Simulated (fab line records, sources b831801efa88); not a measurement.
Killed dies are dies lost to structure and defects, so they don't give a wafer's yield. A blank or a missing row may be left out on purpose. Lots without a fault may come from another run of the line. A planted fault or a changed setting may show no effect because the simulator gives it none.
fab line records | flow sky130
record lots=5 wafers=15 last_day=50
route steps=708 shown RES_PROTECT@206 POLY_GATE@213 LDD_N@237
lots that met no fault: from a run of the same line without faults
start_h: hours from the record's first day to the start of the lot's first wafer shown | wait_h: hours since the lot's step before | " the same as in the row above | L1.1+2: a row that stands for several wafers | - no value, or no start given | * or withheld: withheld | < > ~ a bound
route shown NAME@n: a module of which the file shows steps, and the number in the route of the first | usual: mean/standard deviation of fault-free wafers | same: alike in all rows | chamber/n: place in a boat | sites: the reading at each site | _std_site: their standard deviation | _edge_site: outer sites' mean less inner sites' | radius_mm: how far each site lies from the wafer's centre | mask NAME#n: copy n | behind: the tool/chamber that last shaped the wafer | hold: why the lot was held/for how many hours/how that ended | device: the transistor (n, p or np) that didn't switch | end of line: the same wafers' tests at the end of the route | a step without rows: its recipe alone | killed: dies lost to structure and defects at the first sort, not the wafer's yield | map: a wafer's dies, x killed, . not, _ none there
set.NAME: the setting as run; set.NAME@STEP: as run at that earlier step | model.NAME: the simulator's own value behind a step, which no gauge read
lots at some steps of the route; a table a step, a row a wafer
services: from which hour (start_h, from the record's first day; less than 0 if before it) a tool's chamber was out of use, for how many hours, and why
## steps
# step SKY_RES_PROTECT_DEHYDRATE_00
# recipe temp_c=200 time_s=60
# columns lot.wafer tool chamber start_h wait_h
L074.1+5+6 litho_track-01 0 341.28 12.5
L075.2+3+5 litho_track-02 0 354.89 13.4
L076.2+4+6 litho_track-02 0 369.34 13.6
L088.1+2+3 litho_track-01 0 462.42 14.8
L091.1+2+4 litho_track-01 0 484.57 14.2
# step SKY_RES_PROTECT_HMDS_01
# recipe prime_time_s=60 prime_temp_c=120
# columns lot.wafer tool chamber start_h wait_h
L074.1+5+6 litho_track-01 0 341.43 0.1
L075.2+3+5 litho_track-02 0 355.04 0.1
L076.2+4+6 litho_track-02 0 369.49 0.1
L088.1+2+3 litho_track-01 0 462.57 0.1
L091.1+2+4 litho_track-01 0 484.72 0.1
# step SKY_RES_PROTECT_COAT_02
# recipe resist=NOVOLAK spin_rpm=3000 resist_thk_nm=1140
# columns lot.wafer tool chamber start_h wait_h
L074.1+5+6 litho_track-01 0 341.58 0.1
L075.2+3+5 litho_track-02 0 355.19 0.1
L076.2+4+6 litho_track-02 0 369.64 0.1
L088.1+2+3 litho_track-01 0 462.72 0.1
L091.1+2+4 litho_track-01 0 484.87 0.1
# step SKY_RES_PROTECT_SOFTBAKE_03
# recipe temp_c=90 time_s=60 resist=NOVOLAK
# columns lot.wafer tool chamber start_h wait_h
L074.1+5+6 litho_track-01 0 341.73 0.1
L075.2+3+5 litho_track-02 0 355.34 0.1
L076.2+4+6 litho_track-02 0 369.79 0.1
L088.1+2+3 litho_track-01 0 462.87 0.1
L091.1+2+4 litho_track-01 0 485.02 0.1
# step SKY_RES_PROTECT_EXPOSE_04
# recipe mask_id=RPM na=0.6 source_shape=conventional sigma_outer=0.6 polarization=unpolarized target_cd_nm=1270 dose_mj=131
# usual stage_vel_mm_s=499.97/0.27
# columns lot.wafer tool chamber start_h wait_h mask stage_vel_mm_s
L074.1 iline_stepper-01 0 - - RPM#0 500.23
L074.5 " 0 " " RPM#0 499.90
L074.6 " 0 " " RPM#0 499.71
L075.2 iline_stepper-01 0 - - RPM#0 500.22
L075.3 " 0 " " RPM#0 500.31
L075.5 " 0 " " RPM#0 499.99
L076.2 iline_stepper-01 0 - - RPM#0 500.00
L076.4 " 0 " " RPM#0 499.78
L076.6 " 0 " " RPM#0 500.04
L088.1 iline_stepper-01 0 - - RPM#0 500.22
L088.2 " 0 " " RPM#0 499.76
L088.3 " 0 " " RPM#0 500.03
L091.1 iline_stepper-02 0 - - RPM#0 499.76
L091.2 " 0 " " RPM#0 499.71
L091.4 " 0 " " RPM#0 499.86
# step SKY_RES_PROTECT_PEB_05
# recipe temp_c=withheld time_s=* resist=NOVOLAK
# columns lot.wafer tool chamber start_h wait_h
L074.1+5+6 litho_track-02 0 - -
L075.2+3+5 litho_track-04 0 - -
L076.2+4+6 litho_track-02 0 - -
L088.1+2+3 litho_track-01 0 - -
L091.1+2+4 litho_track-02 0 - -
# step SKY_RES_PROTECT_DEVELOP_06
# recipe resist=NOVOLAK developer=TMAH develop_time_s=60 dev_temp_c=23
# same develop_time_s=60
# columns lot.wafer tool chamber start_h wait_h
L074.1+5+6 litho_track-02 0 355.62 0.1
L075.2+3+5 litho_track-04 0 369.42 0.1
L076.2+4+6 litho_track-02 0 383.89 0.1
L088.1+2+3 litho_track-01 0 477.72 0.1
L091.1+2+4 litho_track-02 0 501.06 0.1
# step SKY_POLY_GATE_IMPLANT_02
# recipe species=P energy_kev=30 dose_cm2=7.7e+15 tilt_deg=0
# same implant_ion_amu=31
# columns lot.wafer tool chamber start_h wait_h
L074.1+5+6 implanter-02 0 355.77 0.1
L075.2+3+5 implanter-03 0 369.57 0.1
L076.2+4+6 implanter-03 0 384.04 0.1
L088.1+2+3 implanter-03 0 477.87 0.1
L091.1+2+4 implanter-03 0 501.21 0.1
# step SKY_RES_PROTECT_STRIP_07
# recipe chemistry=O2/N2 power_w=1400 pressure_mtorr=1500 platen_temp_c=withheld o2_flow_sccm=3000 n2_flow_sccm=300 overash_fraction=0.5
# usual drypump_motor_current_A=5.4/0.37 oes_product_au=0.517/0.0044 strip_time_to_endpoint_s=23.29/0.042
# columns lot.wafer tool chamber start_h wait_h drypump_motor_current_A oes_product_au rf_hours_counter_h strip_time_to_endpoint_s
L074.1 plasma_asher-02 1 355.92 0.1 5.2 0.525 54 23.22
L074.5 " 0 " " 5.4 0.524 - 23.23
L074.6 " 1 " " 5.2 0.523 - 23.23
L075.2 plasma_asher-02 0 369.69 0.1 5.4 0.512 56 23.28
L075.3 " 0 " " 5.5 0.527 - 23.24
L075.5 " 0 " " 5.5 0.522 - 23.28
L076.2 plasma_asher-01 1 384.17 0.1 5.9 0.513 26 23.28
L076.4 " 1 " " 5.9 0.517 - 23.26
L076.6 " 1 " " 5.9 0.511 - 23.26
L088.1 plasma_asher-01 0 478.02 0.1 5.0 0.520 35 23.33
L088.2 " 1 " " 5.8 0.518 35 23.28
L088.3 " 0 " " 5.0 0.519 - 23.27
L091.1 plasma_asher-01 0 501.36 0.1 5.0 0.517 37 23.30
L091.2 " 1 " " 5.8 0.518 37 23.27
L091.4 " 0 " " 5.0 0.521 - 23.31
# step SKY_RES_PROTECT_TW_MEAS_08
# usual POLY_GATE_TW=4041/31
# columns lot.wafer tool chamber start_h wait_h POLY_GATE_TW
L074.1 film_metro-03 - 356.02 0.1 4048
L074.5 " - " " 4024
L074.6 " - " " 4045
L075.2 film_metro-03 - 369.80 0.1 4011
L075.3 " - " " 4006
L075.5 " - " " 4041
L076.2 film_metro-02 - 384.28 0.1 4059
L076.4 " - " " 4080
L076.6 " - " " 4081
L088.1 film_metro-03 - 478.12 0.1 4024
L088.2 " - " " 4056
L088.3 " - " " 4037
L091.1 film_metro-02 - 501.46 0.1 4069
L091.2 " - " " 4074
L091.4 " - " " 4064
# step SKY_RES_PROTECT_CLEAN_09
# recipe chemistry=SC1/SC2 mix=1:4:20 temp_c=70 time_s=150 dry=n2_spin
# columns lot.wafer tool chamber start_h wait_h
L074.1+5+6 wet_bench-03 2 356.08 0.1
L075.2+3+5 wet_bench-03 0 369.85 0.0
L076.2+4+6 wet_bench-03 1 384.33 0.0
L088.1+2+3 wet_bench-04 1 478.18 0.1
L091.1+2+4 wet_bench-03 0 501.52 0.1
# step SKY_POLY_GATE_CVD_03
# recipe material=Si3N4 precursor=DCS/NH3 target_thk_nm=75 temp_c=770 time_s=1290 pressure_mtorr=250
# usual zone_power_top_pct=30.1/2.7
# columns lot.wafer tool chamber start_h wait_h zone_power_top_pct
L074.1 lpcvd-02 0 356.13 0.0 26.3
L074.5 " 0 " " 25.8
L074.6 " 0 " " 25.9
L075.2 lpcvd-02 0 369.90 0.0 25.7
L075.3 " 0 " " 25.8
L075.5 " 0 " " 25.4
L076.2 lpcvd-02 1 384.41 0.0 31.6
L076.4 " 1 " " 32.4
L076.6 " 1 " " 31.7
L088.1 lpcvd-02 0 478.89 0.7 25.9
L088.2 " 0 " " 26.3
L088.3 " 0 " " 25.7
L091.1 lpcvd-02 1 504.09 2.5 31.5
L091.2 " 1 " " 31.2
L091.4 " 1 " " 31.9
# step SKY_POLY_GATE_THK_MEAS_04
# recipe reads=Si3N4_of_POLY_GATE_CVD_03
# usual POLY_GATE_CVD_03_THK=75.0/0.59
# columns lot.wafer tool chamber start_h wait_h POLY_GATE_CVD_03_THK[nm]
L074.1 film_metro-02 - 357.48 0.0 75.0
L074.5 " - " " 75.5
L074.6 " - " " 75.0
L075.2 film_metro-01 - 371.27 0.0 75.6
L075.3 " - " " 75.5
L075.5 " - " " 76.2
L076.2 film_metro-02 - 385.78 0.0 74.8
L076.4 " - " " 75.4
L076.6 " - " " 75.1
L088.1 film_metro-01 - 480.25 0.0 74.6
L088.2 " - " " 74.9
L088.3 " - " " 74.4
L091.1 film_metro-01 - 505.45 0.0 74.4
L091.2 " - " " 74.3
L091.4 " - " " 74.5
# step SKY_POLY_GATE_DEHYDRATE_05
# recipe temp_c=200 time_s=60
# columns lot.wafer tool chamber start_h wait_h
L074.1+5+6 litho_track-02 0 370.87 13.4
L075.2+3+5 litho_track-02 0 385.19 13.9
L076.2+4+6 litho_track-03 0 400.52 14.7
L088.1+2+3 litho_track-02 0 495.66 15.4
L091.1+2+4 litho_track-03 0 519.39 13.9
# step SKY_POLY_GATE_HMDS_06
# recipe prime_time_s=60 prime_temp_c=120
# columns lot.wafer tool chamber start_h wait_h
L074.1+5+6 litho_track-02 0 371.02 0.1
L075.2+3+5 litho_track-02 0 385.34 0.1
L076.2+4+6 litho_track-03 0 400.67 0.1
L088.1+2+3 litho_track-02 0 495.81 0.1
L091.1+2+4 litho_track-03 0 519.54 0.1
# step SKY_POLY_GATE_COAT_07
# recipe resist=BARC temp_c=withheld time_s=withheld spin_rpm=3000 resist_thk_nm=110
# columns lot.wafer tool chamber start_h wait_h
L074.1+5+6 litho_track-02 0 371.17 0.1
L075.2+3+5 litho_track-02 0 385.49 0.1
L076.2+4+6 litho_track-03 0 400.82 0.1
L088.1+2+3 litho_track-02 0 495.96 0.1
L091.1+2+4 litho_track-03 0 519.69 0.1
# step SKY_POLY_GATE_COAT_08
# recipe resist=KrF-thick spin_rpm=3000 resist_thk_nm=450
# columns lot.wafer tool chamber start_h wait_h
L074.1+5+6 litho_track-02 0 - -
L075.2+3+5 litho_track-02 0 - -
L076.2+4+6 litho_track-03 0 - -
L088.1+2+3 litho_track-02 0 - -
L091.1+2+4 litho_track-03 0 - -
# step SKY_POLY_GATE_SOFTBAKE_09
# recipe temp_c=100 time_s=90 resist=KrF-thick
# columns lot.wafer tool chamber start_h wait_h
L074.1+5+6 litho_track-02 0 - -
L075.2+3+5 litho_track-02 0 - -
L076.2+4+6 litho_track-03 0 - -
L088.1+2+3 litho_track-02 0 - -
L091.1+2+4 litho_track-03 0 - -
# step SKY_POLY_GATE_EXPOSE_10
# recipe mask_id=P1M na=0.68 source_shape=conventional sigma_outer=0.6 target_cd_nm=150 dose_mj=28
# usual stage_vel_mm_s=500.04/0.25
# columns lot.wafer tool chamber start_h wait_h mask stage_vel_mm_s
L074.1 krf_scanner-02 0 - - P1M#0 499.81
L074.5 " 0 " " P1M#0 499.86
L074.6 " 0 " " P1M#0 500.25
L075.2 krf_scanner-01 0 - - P1M#0 499.86
L075.3 " 0 " " P1M#0 500.17
L075.5 " 0 " " P1M#0 500.03
L076.2 krf_scanner-02 0 - - P1M#0 500.12
L076.4 " 0 " " P1M#0 500.15
L076.6 " 0 " " P1M#0 500.03
L088.1 krf_scanner-02 0 - - P1M#0 499.91
L088.2 " 0 " " P1M#0 500.10
L088.3 " 0 " " P1M#0 500.03
L091.1 krf_scanner-02 0 - - P1M#0 499.54
L091.2 " 0 " " P1M#0 499.84
L091.4 " 0 " " P1M#0 499.55
# step SKY_POLY_GATE_PEB_11
# recipe peb_temp_c=withheld peb_time_s=withheld resist=KrF-thick
# columns lot.wafer tool chamber start_h wait_h
L074.1+5+6 litho_track-02 0 - -
L075.2+3+5 litho_track-02 0 - -
L076.2+4+6 litho_track-03 0 - -
L088.1+2+3 litho_track-03 0 - -
L091.1+2+4 litho_track-02 0 - -
# step SKY_POLY_GATE_DEVELOP_12
# recipe develop_time_s=60 resist=KrF-thick dev_temp_c=21
# same develop_time_s=60
# columns lot.wafer tool chamber start_h wait_h
L074.1+5+6 litho_track-02 0 - -
L075.2+3+5 litho_track-02 0 - -
L076.2+4+6 litho_track-03 0 - -
L088.1+2+3 litho_track-03 0 - -
L091.1+2+4 litho_track-02 0 - -
# step SKY_POLY_GATE_CD_MEAS_13
# recipe target_cd_nm=150
# usual cd_nm=150.0/1.3
# columns lot.wafer tool chamber start_h wait_h cd_nm
L074.1 cd_sem-02 - 386.32 - 151.3
L074.5 " - " " 152.3
L074.6 " - " " 152.2
L075.2 cd_sem-01 - 401.14 - 150.7
L075.3 " - " " 149.6
L075.5 " - " " 150.2
L076.2 cd_sem-01 - 415.86 - 148.6
L076.4 " - " " 149.3
L076.6 " - " " 148.4
L088.1 cd_sem-02 - 511.34 - 148.8
L088.2 " - " " 149.5
L088.3 " - " " 150.3
L091.1 cd_sem-02 - 536.11 - 149.6
L091.2 " - " " 150.5
L091.4 " - " " 149.5
# step SKY_POLY_GATE_OVL_MEAS_14
# usual POLY_GATE_OVL=-1/4.9
# columns lot.wafer tool chamber start_h wait_h POLY_GATE_OVL[nm]
L074.1 overlay-01 - 386.44 0.1 2
L074.5 " - " " 1
L074.6 " - " " -4
L075.2 overlay-01 - 401.24 0.1 6
L075.3 " - " " 8
L075.5 " - " " 12
L076.2 overlay-02 - 415.97 0.1 -6
L076.4 " - " " -2
L076.6 " - " " -10
L088.1 overlay-01 - 511.46 0.1 -8
L088.2 " - " " -12
L088.3 " - " " -6
L091.1 overlay-02 - 536.23 0.1 -9
L091.2 " - " " -1
L091.4 " - " " -6
# step SKY_POLY_GATE_ETCH_15
# recipe chemistry=N2/H2 target=BARC ion_energy_ev=200 source_w=500 bias_w=100 pressure_mtorr=30 n2_flow_sccm=100 h2_flow_sccm=200 stop_on=SiO2 time_s=118.5 target_depth_a=1100
# usual drypump_motor_current_A=5.8/0.32 h2_flow_sccm=200.0/0.63 oes_product_au=0.716/0.0044 rf_fwd_power_W=497.1/1.7 throttle_valve_pct=13.210/0.0092
# columns lot.wafer tool chamber start_h wait_h drypump_motor_current_A h2_flow_sccm oes_product_au rf_fwd_power_W rf_hours_counter_h throttle_valve_pct
L074.1 rie_diel-02 0 386.47 0.0 5.3 199.6 0.723 492.6 7 13.232
L074.5 " 3 " " 5.3 199.8 0.714 498.6 - 13.193
L074.6 " 2 " " 5.9 200.9 0.719 498.2 - 13.211
L075.2 rie_diel-02 3 401.27 0.0 5.3 199.8 0.714 500.3 48 13.209
L075.3 " 1 " " 5.1 200.2 0.718 497.5 89 13.203
L075.5 " 2 " " 5.9 200.9 0.716 498.7 - 13.211
L076.2 rie_diel-03 1 416.00 0.0 6.2 199.6 0.716 495.7 40 13.206
L076.4 " 0 " " 5.9 200.2 0.718 496.9 10 13.209
L076.6 " 3 " " 5.8 199.4 0.713 499.9 - 13.233
L088.1 rie_diel-03 1 511.49 0.0 6.2 201.6 0.717 492.6 42 13.218
L088.2 " 0 " " 5.9 200.2 0.713 497.7 12 13.204
L088.3 " 3 " " 5.7 200.1 0.718 495.0 37 13.206
L091.1 rie_diel-02 0 536.27 0.0 5.3 199.9 0.715 495.6 10 13.205
L091.2 " 1 " " 5.1 199.3 0.709 498.0 0 13.200
L091.4 " 2 " " 5.9 201.3 0.705 495.8 9 13.212
# step SKY_POLY_GATE_ETCH_16
# recipe stop_on=poly-Si chemistry=CH3F/O2 target=Si3N4 source_w=400 bias_w=80 pressure_mtorr=25 ch3f_flow_sccm=40 O2_flow_sccm=30 time_s=147.5 target_depth_a=750
# usual drypump_motor_current_A=5.8/0.33 oes_product_au=0.641/0.0053 rf_fwd_power_W=398.4/1.3 throttle_valve_pct=10.535/0.0088
# columns lot.wafer tool chamber start_h wait_h drypump_motor_current_A oes_product_au rf_fwd_power_W rf_hours_counter_h throttle_valve_pct
L074.1 rie_diel-02 0 386.55 0.0 5.2 0.637 397.7 7 10.531
L074.5 " 3 " " 5.2 0.637 399.1 - 10.538
L074.6 " 2 " " 5.9 0.645 399.4 - 10.520
L075.2 rie_diel-02 3 401.35 0.0 5.3 0.641 399.2 48 10.532
L075.3 " 1 " " 5.0 0.641 399.0 89 10.529
L075.5 " 2 " " 5.9 0.653 400.3 - 10.538
L076.2 rie_diel-03 1 416.08 0.0 6.2 0.633 396.6 40 10.553
L076.4 " 0 " " 5.9 0.635 398.4 10 10.533
L076.6 " 3 " " 5.7 0.645 399.3 - 10.543
L088.1 rie_diel-03 1 511.58 0.0 6.2 0.644 396.8 42 10.543
L088.2 " 0 " " 5.9 0.641 397.5 12 10.527
L088.3 " 3 " " 5.8 0.633 400.0 37 10.531
L091.1 rie_diel-02 0 536.35 0.0 5.3 0.635 399.1 10 10.539
L091.2 " 1 " " 5.0 0.642 399.3 0 10.532
L091.4 " 2 " " 5.9 0.635 398.2 9 10.520
# step SKY_POLY_GATE_ETCH_17
# recipe target_depth_nm=180 stop_on=SiO2 over_etch_frac=0.56667 chemistry=HBr/Cl2 target=poly-Si icp_w=400 bias_w=100 pressure_mtorr=10 HBr_flow_sccm=150 Cl2_flow_sccm=50 time_s=70.5
# usual drypump_motor_current_A=5.8/0.46 oes_product_au=0.990/0.0078 rf_fwd_power_W=397.1/1.3 throttle_valve_pct=33.684/0.0088
# columns lot.wafer tool chamber start_h wait_h drypump_motor_current_A oes_product_au rf_fwd_power_W rf_hours_counter_h throttle_valve_pct
L074.1 rie_si-02 2 386.65 0.0 6.1 0.988 395.8 50 33.694
L074.5 " 2 " " 6.2 0.999 394.5 - 33.673
L074.6 " 0 " " 5.6 0.987 397.5 - 33.690
L075.2 rie_si-02 1 401.45 0.0 6.2 0.985 397.9 0 33.671
L075.3 " 0 " " 5.6 0.996 399.2 3 33.689
L075.5 " 3 " " 5.2 0.999 396.0 - 33.684
L076.2 rie_si-02 3 416.18 0.0 5.1 0.995 397.0 1 33.684
L076.4 " 1 " " 6.2 0.998 396.4 0 33.675
L076.6 " 2 " " 6.1 0.998 396.6 - 33.682
L088.1 rie_si-02 1 511.68 0.0 6.2 0.974 396.8 1 33.675
L088.2 " 0 " " 5.7 0.985 399.0 4 33.679
L088.3 " 3 " " 5.1 0.985 396.8 2 33.684
L091.1 rie_si-01 2 536.45 0.0 5.8 0.992 398.0 4 33.697
L091.2 " 3 " " 5.1 0.999 398.0 5 33.683
L091.4 " 0 " " 6.0 1.004 398.8 1 33.681
# step SKY_POLY_GATE_STRIP_18
# recipe chemistry=O2/N2 power_w=1400 pressure_mtorr=1500 platen_temp_c=withheld o2_flow_sccm=3000 n2_flow_sccm=300 overash_fraction=0.5
# usual drypump_motor_current_A=5.9/0.44 oes_product_au=0.359/0.0047 strip_time_to_endpoint_s=3.14/0.044
# columns lot.wafer tool chamber start_h wait_h drypump_motor_current_A oes_product_au rf_hours_counter_h strip_time_to_endpoint_s
L074.1 plasma_asher-04 1 386.71 0.0 6.1 0.368 67 3.17
L074.5 " 1 " " 6.0 0.360 - 3.12
L074.6 " 0 " " 6.4 0.362 - 3.16
L075.2 plasma_asher-04 0 401.51 0.0 6.4 0.362 69 3.15
L075.3 " 1 " " 6.1 0.358 - 3.18
L075.5 " 0 " " 6.4 0.349 - 3.14
L076.2 plasma_asher-02 0 416.23 0.0 5.5 0.361 60 3.13
L076.4 " 1 " " 5.2 0.363 - 3.19
L076.6 " 0 " " 5.5 0.353 - 3.07
L088.1 plasma_asher-02 1 511.73 0.0 5.2 0.360 70 3.17
L088.2 " 0 " " 5.4 0.360 70 3.15
L088.3 " 0 " " 5.5 0.360 - 3.12
L091.1 plasma_asher-03 1 536.51 0.0 6.1 0.348 9 3.06
L091.2 " 0 " " 5.4 0.353 9 3.06
L091.4 " 0 " " 5.4 0.358 - 3.11
# step SKY_POLY_GATE_CLEAN_19
# recipe chemistry=SC1/SC2 mix=1:4:20 temp_c=70 time_s=150 dry=n2_spin
# columns lot.wafer tool chamber start_h wait_h
L074.1+5+6 wet_bench-02 3 386.81 0.1
L075.2+3+5 wet_bench-03 0 401.61 0.1
L076.2+4+6 wet_bench-03 3 416.33 0.1
L088.1+2+3 wet_bench-03 0 511.83 0.1
L091.1+2+4 wet_bench-03 3 536.61 0.1
# step SKY_POLY_GATE_OXIDATION_20
# recipe temp_c=850 ambient=O2 stabilise_s=600 purge_s=300 target_thk_a=40 ox_time_s=899
# usual zone_power_top_pct=30/3.8
# same ox_time_s=899
# columns lot.wafer tool chamber start_h wait_h zone_power_top_pct
L074.1 furnace-01 0 386.86 0.0 33
L074.5 " 0 " " 33
L074.6 " 0 " " 33
L075.2 furnace-01 0 401.67 0.0 33
L075.3 " 0 " " 33
L075.5 " 0 " " 33
L076.2 furnace-02 0 418.90 2.5 26
L076.4 " 0 " " 26
L076.6 " 0 " " 25
L088.1 furnace-01 0 512.08 0.2 34
L088.2 " 0 " " 33
L088.3 " 0 " " 33
L091.1 furnace-01 0 537.61 0.9 33
L091.2 " 0 " " 33
L091.4 " 0 " " 33
# step SKY_POLY_GATE_THK_MEAS_21
# recipe reads=SiO2_of_POLY_GATE_OXIDATION_20
# usual POLY_GATE_OXIDATION_THK=3.99/0.077
# columns lot.wafer tool chamber start_h wait_h POLY_GATE_OXIDATION_THK[nm]
L074.1 film_metro-02 - 388.11 0.0 4.03
L074.5 " - " " 4.07
L074.6 " - " " 4.05
L075.2 film_metro-02 - 402.93 0.0 3.96
L075.3 " - " " 4.06
L075.5 " - " " 4.05
L076.2 film_metro-02 - 420.16 0.0 3.99
L076.4 " - " " 3.98
L076.6 " - " " 4.07
L088.1 film_metro-04 - 513.33 0.0 3.88
L088.2 " - " " 4.01
L088.3 " - " " 3.93
L091.1 film_metro-01 - 538.86 0.0 3.84
L091.2 " - " " 4.00
L091.4 " - " " 3.94
# step SKY_POLY_GATE_CD_MEAS_22
# usual cd_nm=149.5/2.6
# columns lot.wafer tool chamber start_h wait_h cd_nm
L074.1 cd_sem-01 - 388.17 0.1 148.6
L074.5 " - " " 152.6
L074.6 " - " " 152.4
L075.2 cd_sem-01 - 403.01 0.1 155.1
L075.3 " - " " 149.1
L075.5 " - " " 153.0
L076.2 cd_sem-02 - 420.23 0.1 152.7
L076.4 " - " " 150.0
L076.6 " - " " 147.3
L088.1 cd_sem-02 - 513.39 0.1 152.5
L088.2 " - " " 146.2
L088.3 " - " " 152.9
L091.1 cd_sem-02 - 538.92 0.1 145.3
L091.2 " - " " 145.2
L091.4 " - " " 148.0
# step SKY_LDD_N_DEHYDRATE_00
# recipe temp_c=200 time_s=60
# columns lot.wafer tool chamber start_h wait_h
L074.1+5+6 litho_track-03 0 402.49 14.3
L075.2+3+5 litho_track-04 0 417.22 14.2
L076.2+4+6 litho_track-03 0 435.46 15.2
L088.1+2+3 litho_track-03 0 528.19 14.8
L091.1+2+4 litho_track-04 0 553.69 14.7
# step SKY_LDD_N_HMDS_01
# recipe prime_time_s=60 prime_temp_c=120
# columns lot.wafer tool chamber start_h wait_h
L074.1+5+6 litho_track-03 0 402.64 0.1
L075.2+3+5 litho_track-04 0 417.37 0.1
L076.2+4+6 litho_track-03 0 435.61 0.1
L088.1+2+3 litho_track-03 0 528.34 0.1
L091.1+2+4 litho_track-04 0 553.84 0.1
# step SKY_LDD_N_COAT_02
# recipe resist=NOVOLAK spin_rpm=3000 resist_thk_nm=300
# columns lot.wafer tool chamber start_h wait_h
L074.1+5+6 litho_track-03 0 402.79 0.1
L075.2+3+5 litho_track-04 0 417.52 0.1
L076.2+4+6 litho_track-03 0 435.76 0.1
L088.1+2+3 litho_track-03 0 528.49 0.1
L091.1+2+4 litho_track-04 0 553.99 0.1
# step SKY_LDD_N_SOFTBAKE_03
# recipe temp_c=90 time_s=60 resist=NOVOLAK
# columns lot.wafer tool chamber start_h wait_h
L074.1+5+6 litho_track-03 0 402.94 0.1
L075.2+3+5 litho_track-04 0 417.67 0.1
L076.2+4+6 litho_track-03 0 435.91 0.1
L088.1+2+3 litho_track-03 0 528.64 0.1
L091.1+2+4 litho_track-04 0 554.14 0.1
# step SKY_LDD_N_EXPOSE_04
# recipe mask_id=NTM target_cd_nm=840 na=0.6 source_shape=conventional sigma_outer=0.6 dose_mj=110
# usual stage_vel_mm_s=499.96/0.26
# columns lot.wafer tool chamber start_h wait_h mask stage_vel_mm_s
L074.1 iline_stepper-02 0 - - NTM#0 500.64
L074.5 " 0 " " NTM#0 499.83
L074.6 " 0 " " NTM#0 500.10
L075.2 iline_stepper-02 0 - - NTM#0 500.00
L075.3 " 0 " " NTM#0 499.94
L075.5 " 0 " " NTM#0 499.99
L076.2 iline_stepper-01 0 - - NTM#0 500.09
L076.4 " 0 " " NTM#0 499.82
L076.6 " 0 " " NTM#0 499.91
L088.1 iline_stepper-01 0 - - NTM#0 499.88
L088.2 " 0 " " NTM#0 499.35
L088.3 " 0 " " NTM#0 499.24
L091.1 iline_stepper-02 0 - - NTM#0 500.15
L091.2 " 0 " " NTM#0 499.91
L091.4 " 0 " " NTM#0 499.61
# step SKY_LDD_N_PEB_05
# recipe temp_c=withheld time_s=* resist=NOVOLAK
# columns lot.wafer tool chamber start_h wait_h
L074.1+5+6 litho_track-02 0 - -
L075.2+3+5 litho_track-03 0 - -
L076.2+4+6 litho_track-02 0 - -
L088.1+2+3 litho_track-04 0 - -
L091.1+2+4 litho_track-04 0 - -
# step SKY_LDD_N_DEVELOP_06
# recipe develop_time_s=60 dev_temp_c=23
# same develop_time_s=60
# columns lot.wafer tool chamber start_h wait_h
L074.1+5+6 litho_track-02 0 417.57 0.1
L075.2+3+5 litho_track-03 0 433.21 0.1
L076.2+4+6 litho_track-02 0 451.54 0.1
L088.1+2+3 litho_track-04 0 543.84 0.1
L091.1+2+4 litho_track-04 0 569.04 0.1
# step SKY_LDD_N_OVL_MEAS_07
# usual LDD_N_OVL=0.1/1.1
# columns lot.wafer tool chamber start_h wait_h LDD_N_OVL[nm]
L074.1 overlay-02 - 417.72 0.1 1.6
L074.5 " - " " 3.3
L074.6 " - " " 0.8
L075.2 overlay-02 - 433.35 0.1 2.0
L075.3 " - " " 1.4
L075.5 " - " " 0.8
L076.2 overlay-02 - 451.67 0.1 -0.1
L076.4 " - " " 0.7
L076.6 " - " " 1.0
L088.1 overlay-01 - 543.99 0.1 -1.4
L088.2 " - " " -0.3
L088.3 " - " " -0.4
L091.1 overlay-01 - 569.19 0.1 -2.1
L091.2 " - " " -1.9
L091.4 " - " " -1.2
# step SKY_LDD_N_IMPLANT_08
# recipe species=As energy_kev=20 dose_cm2=7.5e+13 tilt_deg=withheld rotation_deg=23
# same implant_ion_amu=75
# columns lot.wafer tool chamber start_h wait_h
L074.1+5+6 implanter-01 0 417.75 0.0
L075.2+3+5 implanter-03 0 433.40 0.0
L076.2+4+6 implanter-01 0 451.73 0.0
L088.1+2+3 implanter-04 0 544.03 0.0
L091.1+2+4 implanter-01 0 569.23 0.0
# step SKY_LDD_N_IMPLANT_09
# recipe species=As energy_kev=20 dose_cm2=7.5e+13 tilt_deg=withheld rotation_deg=113
# same implant_ion_amu=75
# columns lot.wafer tool chamber start_h wait_h
L074.1+5+6 implanter-01 0 417.90 0.1
L075.2+3+5 implanter-03 0 433.55 0.1
L076.2+4+6 implanter-01 0 451.88 0.1
L088.1+2+3 implanter-04 0 544.18 0.1
L091.1+2+4 implanter-01 0 569.38 0.1
# step SKY_LDD_N_IMPLANT_10
# recipe species=As energy_kev=20 dose_cm2=7.5e+13 tilt_deg=withheld rotation_deg=203
# same implant_ion_amu=75
# columns lot.wafer tool chamber start_h wait_h
L074.1+5+6 implanter-01 0 418.05 0.1
L075.2+3+5 implanter-03 0 433.70 0.1
L076.2+4+6 implanter-01 0 452.03 0.1
L088.1+2+3 implanter-04 0 544.33 0.1
L091.1+2+4 implanter-01 0 569.53 0.1
# step SKY_LDD_N_IMPLANT_11
# recipe species=As energy_kev=20 dose_cm2=7.5e+13 tilt_deg=withheld rotation_deg=293
# same implant_ion_amu=75
# columns lot.wafer tool chamber start_h wait_h
L074.1+5+6 implanter-01 0 418.20 0.1
L075.2+3+5 implanter-03 0 433.85 0.1
L076.2+4+6 implanter-01 0 452.18 0.1
L088.1+2+3 implanter-04 0 544.48 0.1
L091.1+2+4 implanter-01 0 569.68 0.1
# step SKY_LDD_N_IMPLANT_12
# recipe species=BF2 energy_kev=50 dose_cm2=5e+12 tilt_deg=30 rotation_deg=0
# same implant_ion_amu=49
# columns lot.wafer tool chamber start_h wait_h
L074.1+5+6 implanter-01 0 418.35 0.1
L075.2+3+5 implanter-03 0 434.00 0.1
L076.2+4+6 implanter-01 0 452.33 0.1
L088.1+2+3 implanter-04 0 544.63 0.1
L091.1+2+4 implanter-01 0 569.83 0.1
## services
# columns tool chamber start_h hours kind
rie_diel-02 0 318.63 4.0 repair
krf_scanner-02 - 319.10 1.0 pm
rie_si-02 3 319.62 39.4 repair
plasma_asher-02 - 321.93 0.7 repair
iline_stepper-01 - 348.81 2.1 pm
furnace-01 - 358.25 2.9 pm
implanter-04 - 404.03 2.8 repair
iline_stepper-01 - 412.25 7.1 repair
lpcvd-02 - 423.19 2.8 pm
iline_stepper-01 - 460.99 1.7 pm
implanter-03 - 467.29 1.8 repair
rie_diel-02 - 470.14 0.7 repair
implanter-01 - 477.29 2.0 repair
implanter-03 - 488.92 2.0 repair
implanter-03 - 490.89 3.2 pm
iline_stepper-01 - 491.96 8.9 pm
rie_diel-02 2 492.30 2.4 repair
rie_diel-02 2 494.81 1.9 repair
rie_diel-02 3 501.01 3.7 repair
iline_stepper-01 - 532.21 6.1 repair
implanter-04 - 547.16 4.1 repair
lpcvd-02 - 556.37 2.2 repair
implanter-03 - 557.21 2.6 repair
implanter-03 - 559.55 3.2 repair
## key
fault none
